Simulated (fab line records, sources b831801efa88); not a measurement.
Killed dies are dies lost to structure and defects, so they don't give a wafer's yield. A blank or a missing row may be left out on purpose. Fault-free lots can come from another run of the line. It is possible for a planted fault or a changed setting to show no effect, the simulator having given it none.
Matching of chambers	flow gf180mcu	GF_V5_CVD_02 on pecvd-02: 3 sister chambers
The step deposits SiO2 from TEOS, target thk 1450 nm, time 163.28 s. 6 wafers are shown with their chamber, then 7 later ones without.

## WAFERS WITH THEIR CHAMBER
wafer	chamber	heater-power-w (W)
L074.4	1	627
L080.2	0	800
L080.4	0	673
L080.6	2	792
L082.1	2	771
L082.5	1	620

## WAFERS MISSING THEIR CHAMBER
wafer	heater-power-w (W)
L082.6	636
L084.3	667
L084.5	815
L084.6	550
L087.2	825
L087.4	679
L087.5	645

## CHAMBER TAKEN BY EACH
wafer	from the rows above	in truth
L082.6	can't be placed: 1 or 0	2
L084.3	can't be placed: 1 or 0 or 2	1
L084.5	can't be placed: 2 or 0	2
L084.6	1	1
L087.2	can't be placed: 2 or 0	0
L087.4	can't be placed: 1 or 0 or 2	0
L087.5	can't be placed: 1 or 0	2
1 of 7 placed correctly. From these rows, 6 cannot be placed; in 4 the true chamber is one of the candidates. Placed wrongly: 0.
How it was worked out, from the rows above alone: a wafer's distance from a chamber is the root of the sum, over the readings, of the square of ((its reading less the chamber's mean) divided by the reading's scatter). The wafer belongs to the nearest chamber; if the next one is less than 2 further off, it can't be placed. The mean given for a chamber averages the wafers shown for that chamber. The scatter is the square root of a quotient: the sum, over the shown wafers, of each reading's squared deviation from its chamber's mean, divided by wafers minus chambers.
